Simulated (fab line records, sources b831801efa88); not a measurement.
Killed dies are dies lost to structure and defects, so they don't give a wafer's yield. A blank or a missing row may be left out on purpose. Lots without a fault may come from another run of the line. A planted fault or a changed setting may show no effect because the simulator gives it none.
fab line records | flow sky130
record lots=7 wafers=21 last_day=50
route steps=708 shown SD_P@324 RES_XHIGH@332
lots that met no fault: from a run of the same line without faults
start_h: hours from the record's first day to the start of the lot's first wafer shown | wait_h: hours since the lot's step before | " the same as in the row above | L1.1+2: a row that stands for several wafers | - no value, or no start given | * or withheld: withheld | < > ~ a bound
route shown NAME@n: a module of which the file shows steps, and the number in the route of the first | usual: mean/standard deviation of fault-free wafers | same: alike in all rows | chamber/n: place in a boat | sites: the reading at each site | _std_site: their standard deviation | _edge_site: outer sites' mean less inner sites' | radius_mm: how far each site lies from the wafer's centre | mask NAME#n: copy n | behind: the tool/chamber that last shaped the wafer | hold: why the lot was held/for how many hours/how that ended | device: the transistor (n, p or np) that didn't switch | end of line: the same wafers' tests at the end of the route | a step without rows: its recipe alone | killed: dies lost to structure and defects at the first sort, not the wafer's yield | map: a wafer's dies, x killed, . not, _ none there
set.NAME: the setting as run; set.NAME@STEP: as run at that earlier step | model.NAME: the simulator's own value behind a step, which no gauge read
lots at some steps of the route; a table a step, a row a wafer
services: from which hour (start_h, from the record's first day; less than 0 if before it) a tool's chamber was out of use, for how many hours, and why
## steps
# step SKY_SD_P_EXPOSE_04
# recipe mask_id=PSDM na=0.6 source_shape=conventional sigma_outer=0.6 polarization=unpolarized target_cd_nm=380 dose_mj=138
# step SKY_SD_P_PEB_05
# recipe temp_c=withheld time_s=* resist=NOVOLAK
# step SKY_SD_P_DEVELOP_06
# recipe resist=NOVOLAK developer=TMAH develop_time_s=60 dev_temp_c=23
# step SKY_SD_P_CD_MEAS_07
# recipe target_cd_nm=380
# usual cd_nm=380.4/2.5
# columns lot.wafer tool chamber start_h wait_h cd_nm
L856.1 cd_sem-02 - 602.39 0.1 375.4
L856.2 " - " " 378.9
L856.4 " - " " 377.1
L857.2 cd_sem-01 - 610.20 0.1 379.4
L857.3 " - " " 378.0
L857.5 " - " " 378.8
L858.2 cd_sem-02 - 624.57 0.1 382.6
L858.5 " - " " 382.0
L858.6 " - " " 382.4
L859.2 cd_sem-02 - 633.47 0.1 383.2
L859.3 " - " " 381.6
L859.4 " - " " 378.8
L868.1 cd_sem-02 - 699.66 0.2 380.8
L868.2 " - " " 381.6
L868.4 " - " " 380.5
L873.3 cd_sem-02 - 743.64 0.1 377.7
L873.4 " - " " 378.8
L873.5 " - " " 377.9
L876.4 cd_sem-02 - 757.89 0.1 377.4
L876.5 " - " " 381.1
L876.6 " - " " 376.5
# step SKY_SD_P_OVL_MEAS_08
# usual SD_P_OVL=-0.5/1.4
# columns lot.wafer tool chamber start_h wait_h SD_P_OVL[nm]
L856.1 overlay-01 - 602.51 0.1 -2.4
L856.2 " - " " -1.2
L856.4 " - " " -0.5
L857.2 overlay-01 - 610.30 0.1 0.7
L857.3 " - " " 2.2
L857.5 " - " " 2.6
L858.2 overlay-02 - 624.68 0.1 0.5
L858.5 " - " " -1.1
L858.6 " - " " -0.3
L859.2 overlay-01 - 633.58 0.1 -0.8
L859.3 " - " " -0.7
L859.4 " - " " -2.9
L868.1 overlay-01 - 699.78 0.1 -0.2
L868.2 " - " " -0.3
L868.4 " - " " 0.2
L873.3 overlay-02 - 743.73 0.1 0.6
L873.4 " - " " 0.9
L873.5 " - " " -0.6
L876.4 overlay-01 - 757.96 0.1 0.6
L876.5 " - " " 1.2
L876.6 " - " " 1.4
# step SKY_SD_P_IMPLANT_09
# recipe species=BF2 energy_kev=20 dose_cm2=3e+15 tilt_deg=0
# step SKY_SD_P_STRIP_10
# recipe chemistry=O2/N2 power_w=1400 pressure_mtorr=1500 platen_temp_c=withheld o2_flow_sccm=3000 n2_flow_sccm=300 overash_fraction=0.5
# usual drypump_motor_current_A=5.9/0.47 n2_flow_sccm=299.9/0.97 oes_product_au=0.618/0.0045 strip_time_to_endpoint_s=17.49/0.045
# columns lot.wafer tool chamber start_h wait_h drypump_motor_current_A n2_flow_sccm oes_product_au rf_hours_counter_h strip_time_to_endpoint_s
L856.1 plasma_asher-02 0 602.75 0.1 5.4 299.3 0.612 83 17.47
L856.2 " 1 " " 6.2 299.5 0.613 83 17.48
L856.4 " 0 " " 5.4 300.5 0.609 - 17.47
L857.2 plasma_asher-02 0 610.48 0.1 5.4 299.6 0.617 84 17.47
L857.3 " 1 " " 6.2 300.5 0.613 - 17.45
L857.5 " 1 " " 6.2 301.1 0.609 - 17.41
L858.2 plasma_asher-03 1 624.86 0.1 5.5 300.6 0.614 48 17.48
L858.5 " 0 " " 6.1 297.7 0.621 - 17.47
L858.6 " 1 " " 5.5 300.6 0.622 - 17.46
L859.2 plasma_asher-03 1 633.76 0.1 5.5 300.6 0.625 50 17.43
L859.3 " 1 " " 5.5 300.5 0.618 - 17.44
L859.4 " 0 " " 6.1 300.3 0.618 - 17.48
L868.1 plasma_asher-03 1 699.97 0.1 5.5 299.4 0.612 56 17.48
L868.2 " 0 " " 6.1 298.4 0.612 56 17.49
L868.4 " 0 " " 6.1 299.6 0.619 - 17.51
L873.3 plasma_asher-03 0 743.94 0.1 6.1 299.2 0.612 - 17.51
L873.4 " 1 " " 5.5 300.6 0.626 - 17.56
L873.5 " 0 " " 6.1 300.7 0.619 - 17.52
L876.4 plasma_asher-03 1 758.17 0.1 5.5 299.1 0.613 - 17.52
L876.5 " 1 " " 5.5 300.0 0.618 - 17.51
L876.6 " 0 " " 6.1 300.7 0.614 - 17.53
# step SKY_SD_P_TW_MEAS_11
# usual SD_P_TW=2815/24
# columns lot.wafer tool chamber start_h wait_h SD_P_TW
L856.1 film_metro-04 - 602.85 0.1 2799
L856.2 " - " " 2811
L856.4 " - " " 2807
L857.2 film_metro-03 - 610.59 0.1 2861
L857.3 " - " " 2834
L857.5 " - " " 2822
L858.2 film_metro-03 - 624.97 0.1 2855
L858.5 " - " " 2858
L858.6 " - " " 2834
L859.2 film_metro-04 - 633.87 0.1 2815
L859.3 " - " " 2810
L859.4 " - " " 2819
L868.1 film_metro-03 - 700.07 0.1 2795
L868.2 " - " " 2791
L868.4 " - " " 2809
L873.3 film_metro-03 - 744.03 0.1 2832
L873.4 " - " " 2813
L873.5 " - " " 2815
L876.4 film_metro-04 - 758.26 0.1 2789
L876.5 " - " " 2791
L876.6 " - " " 2772
# step SKY_RES_XHIGH_DEHYDRATE_00
# recipe temp_c=200 time_s=60
# step SKY_RES_XHIGH_HMDS_01
# recipe prime_time_s=60 prime_temp_c=120
# step SKY_RES_XHIGH_COAT_02
# recipe resist=NOVOLAK spin_rpm=3000 resist_thk_nm=1140
# step SKY_RES_XHIGH_SOFTBAKE_03
# recipe temp_c=90 time_s=60 resist=NOVOLAK
# step SKY_RES_XHIGH_EXPOSE_04
# recipe mask_id=URPM na=0.6 source_shape=conventional sigma_outer=0.6 polarization=unpolarized target_cd_nm=1270 dose_mj=140
# usual exposure_dose_mJ_cm2=140.00/0.16 focus_offset_nm=0.0/0.48
# columns lot.wafer tool chamber start_h wait_h mask exposure_dose_mJ_cm2 focus_offset_nm
L856.1 iline_stepper-01 0 617.18 - URPM#0 140.11 -0.4
L856.2 " 0 " " URPM#0 139.93 -1.2
L856.4 " 0 " " URPM#0 139.88 -0.5
L857.2 iline_stepper-01 - 625.46 - URPM#0 - -
L857.3 " - " " URPM#0 - -
L857.5 " - " " URPM#0 - -
L858.2 iline_stepper-01 - 639.11 - URPM#0 - -
L858.5 " - " " URPM#0 - -
L858.6 " - " " URPM#0 - -
L859.2 iline_stepper-01 - 647.91 - URPM#0 - -
L859.3 " - " " URPM#0 - -
L859.4 " - " " URPM#0 - -
L868.1 iline_stepper-02 0 714.44 - URPM#0 139.62 -0.2
L868.2 " 0 " " URPM#0 139.81 0.1
L868.4 " 0 " " URPM#0 139.86 0.2
L873.3 iline_stepper-01 0 757.27 - URPM#0 140.15 0.2
L873.4 " 0 " " URPM#0 140.11 -0.1
L873.5 " 0 " " URPM#0 140.14 0.2
L876.4 iline_stepper-01 0 771.75 - URPM#0 139.73 0.3
L876.5 " 0 " " URPM#0 139.75 -0.2
L876.6 " 0 " " URPM#0 139.83 -0.1
# step SKY_RES_XHIGH_PEB_05
# recipe temp_c=withheld time_s=* resist=NOVOLAK
# step SKY_RES_XHIGH_DEVELOP_06
# recipe resist=NOVOLAK developer=TMAH develop_time_s=60 dev_temp_c=23
# step SKY_RES_XHIGH_IMPLANT_07
# recipe species=BF2 energy_kev=20 dose_cm2=3.6e+14 tilt_deg=0
# step SKY_RES_XHIGH_STRIP_08
# recipe chemistry=O2/N2 power_w=1400 pressure_mtorr=1500 platen_temp_c=withheld o2_flow_sccm=3000 n2_flow_sccm=300 overash_fraction=0.5
# usual drypump_motor_current_A=6.1/0.46 n2_flow_sccm=300.0/0.97 oes_product_au=0.711/0.0043 strip_time_to_endpoint_s=14.27/0.048
# columns lot.wafer tool chamber start_h wait_h drypump_motor_current_A n2_flow_sccm oes_product_au rf_hours_counter_h strip_time_to_endpoint_s
L856.1 plasma_asher-04 0 631.76 0.1 5.9 299.5 0.708 19 14.22
L856.2 " 1 " " 6.4 299.5 0.709 19 14.21
L856.4 " 0 " " 5.9 300.8 0.715 - 14.21
L857.2 plasma_asher-01 0 639.83 0.1 6.7 301.2 0.710 89 14.28
L857.3 " 0 " " 6.7 301.0 0.708 - 14.26
L857.5 " 1 " " 5.7 298.7 0.710 - 14.25
L858.2 plasma_asher-01 1 653.69 0.1 5.7 300.3 0.714 90 14.38
L858.5 " 1 " " 5.7 299.9 0.710 - 14.38
L858.6 " 0 " " 6.7 299.4 0.708 - 14.37
L859.2 plasma_asher-01 0 661.78 0.1 6.7 299.3 0.708 91 14.29
L859.3 " 1 " " 5.7 302.2 0.707 - 14.38
L859.4 " 0 " " 6.7 298.9 0.707 - 14.36
L868.1 plasma_asher-01 0 727.85 0.1 6.7 298.4 0.711 97 14.28
L868.2 " 1 " " 5.7 298.8 0.715 97 14.32
L868.4 " 1 " " 5.8 298.9 0.705 - 14.32
L873.3 plasma_asher-01 0 773.78 3.6 6.7 300.1 0.715 - 14.27
L873.4 " 1 " " 5.8 300.9 0.711 - 14.31
L873.5 " 1 " " 5.8 300.4 0.717 - 14.29
L876.4 plasma_asher-02 1 783.62 0.1 6.2 299.9 0.716 - 14.24
L876.5 " 1 " " 6.2 301.5 0.706 - 14.24
L876.6 " 0 " " 5.4 301.4 0.711 - 14.29
# step SKY_RES_XHIGH_TW_MEAS_09
# usual RES_XHIGH_TW=1635/12
# columns lot.wafer tool chamber start_h wait_h hold RES_XHIGH_TW
L856.1 film_metro-02 - 631.86 0.1 - 1635
L856.2 " - " " - 1627
L856.4 " - " " - 1629
L857.2 film_metro-03 - 639.94 0.1 await_dispo/0.2h/release 30
L857.3 " - " " await_dispo/0.2h/release 30
L857.5 " - " " await_dispo/0.2h/release 30
L857.2 film_metro-03 - 640.16 0.2 - 30
L857.3 " - " " - 30
L857.5 " - " " - 30
L858.2 film_metro-02 - 653.80 0.1 await_dispo/0.2h/release 30
L858.5 " - " " await_dispo/0.2h/release 30
L858.6 " - " " await_dispo/0.2h/release 30
L858.2 film_metro-02 - 654.03 0.2 - 30
L858.5 " - " " - 30
L858.6 " - " " - 30
L859.2 film_metro-04 - 661.89 0.1 await_dispo/0.2h/release 30
L859.3 " - " " await_dispo/0.2h/release 30
L859.4 " - " " await_dispo/0.2h/release 30
L859.2 film_metro-04 - 662.11 0.2 - 30
L859.3 " - " " - 30
L859.4 " - " " - 30
L868.1 film_metro-03 - 727.95 0.1 - 1641
L868.2 " - " " - 1634
L868.4 " - " " - 1632
L873.3 film_metro-02 - 773.86 0.1 - 1630
L873.4 " - " " - 1624
L873.5 " - " " - 1636
L876.4 film_metro-03 - 783.72 0.1 - 1644
L876.5 " - " " - 1637
L876.6 " - " " - 1644
## services
# columns tool chamber start_h hours kind
iline_stepper-02 - 605.23 1.7 pm
plasma_asher-02 - 620.35 14.6 pm
iline_stepper-02 - 686.16 6.8 repair
iline_stepper-01 0 690.79 - calibration
iline_stepper-02 0 696.96 - calibration
iline_stepper-02 - 698.86 4.4 pm
plasma_asher-04 - 707.76 0.8 repair
plasma_asher-04 - 722.16 120.1 pm
iline_stepper-01 - 724.74 1.7 pm
plasma_asher-01 - 733.75 9.0 pm
plasma_asher-01 0 733.75 9.0 vent_cycle
plasma_asher-01 1 733.75 9.0 vent_cycle
iline_stepper-01 - 738.27 4.4 repair
plasma_asher-01 0 742.75 - clean
plasma_asher-01 1 742.75 - clean
plasma_asher-01 - 745.79 4.5 repair
plasma_asher-01 - 766.41 6.7 repair
plasma_asher-02 - 766.42 12.0 repair
iline_stepper-02 - 782.62 - calibration
## key
first_sign step=SKY_RES_XHIGH_EXPOSE_04 reading=tool_record direction=missing
effect step=SKY_RES_XHIGH_TW_MEAS_09 reading=visit direction=added
effect step=SKY_RES_XHIGH_TW_MEAS_09 reading=RES_XHIGH_TW direction=down sigmas=99+ usual=1635 struck=30
met_at SKY_RES_XHIGH_EXPOSE_04
struck_wafers L857.2,L857.3,L857.5,L858.2,L858.5,L858.6,L859.2,L859.3,L859.4
scrapped_behind SKY_RES_XHIGH_TW_MEAS_09 L857.2,L857.3,L857.5,L858.2,L858.5,L858.6,L859.2,L859.3,L859.4
onset_between 617.18 625.46
fault kind=skipped_step_whole tool=iline_stepper-01 chamber=- onset_h=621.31 steps=SKY_RES_XHIGH_EXPOSE_04 scope=struck_lots_only
